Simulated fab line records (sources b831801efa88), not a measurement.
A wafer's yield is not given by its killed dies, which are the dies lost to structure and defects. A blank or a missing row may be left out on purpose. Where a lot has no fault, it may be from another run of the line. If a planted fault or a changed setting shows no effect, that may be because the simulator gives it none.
2 desks, one fault -- flow gf180mcu -- every desk sees just its own numbers, and what lay behind them comes last

## DESK OF THE TOOL OWNER: pecvd-02
The tool's own readings at GF_MIM_CVD_05 (deposits Si3N4, target thk 42 nm, time 29.086 s): means of the sampled wafers that have a number, for each lot that ran on this tool. A lot is out of limits, marked OUT, if its mean lies more than 4 standard deviations from the usual mean; the brackets give that distance.
Columns: A = heater-power-w at GF_MIM_CVD_05, usual 618 W; B = temp-max-c at GF_MIM_CVD_05, usual 400.01 C
lot,first seen here,A,B
L283,day 24 20:43,684,399.94
L286,day 25 19:19,778,400.00
L288,day 26 10:40,652,399.99
L290,day 27 05:16,813,400.07
L304,day 31 04:15,652,399.91
This desk's verdict: no lot among the 5 shows anything out of limits.

## METROLOGY DESK
What the gauges read for every lot (on any tool): the sampled wafers with a number, averaged. A lot is out of limits, marked OUT, if its mean lies more than 4 standard deviations from the usual mean; the brackets give that distance.
Columns: A = V3_W_RS at GF_V3_RS_MEAS_24, usual 0.3265 ohm/sq; B = V4_CVD_00_THK at GF_V4_THK_MEAS_01, usual 599 nm; C = MIM_CVD_05_THK at GF_MIM_THK_MEAS_06, usual 42.0 nm
lot,first seen here,A,B,C
L283,day 22 20:04,0.3268,598,41.9
L286,day 23 20:41,0.3299,607,56.8 (+36) OUT
L288,day 24 12:20,0.3280,598,56.8 (+36) OUT
L289,day 25 00:22,0.3226,604,42.3
L290,day 25 08:43,0.3276,594,56.8 (+36) OUT
L296,day 27 02:26,0.3244,593,41.9
L297,day 27 14:46,0.3263,603,42.1
L299,day 28 00:55,0.3259,603,42.4
L300,day 28 10:52,0.3255,594,41.5
L302,day 28 19:46,0.3276,594,41.9
L303,day 29 06:25,0.3291,602,42.1
L304,day 29 12:44,0.3276,596,41.9
L305,day 29 19:49,0.3211,596,42.3
This desk finds L286, L288, L290 out of limits, with the earliest case on L286 at day 25 19:21 (MIM_CVD_05_THK at GF_MIM_THK_MEAS_06). L283, L289, L296, L297, L299, L300, L302, L303, L304, L305 stayed within limits.

## PUT TOGETHER
Metrology desk: alarm possible at day 25 19:21 on L286, L288, L290.
The desk of the tool owner found nothing out of limits.
Tool owner's desk: L286, L288, L290 on record, inside its limits.
Every lot named ran GF_MIM_CVD_05 on pecvd-02.

## WHAT THE SIMULATOR HAD INSERTED
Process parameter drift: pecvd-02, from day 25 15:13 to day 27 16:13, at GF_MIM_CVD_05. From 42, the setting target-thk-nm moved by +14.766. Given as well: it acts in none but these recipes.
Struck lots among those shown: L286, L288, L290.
Hours from the fault's start to each desk's first reading out of limits: the metrology desk, 4.
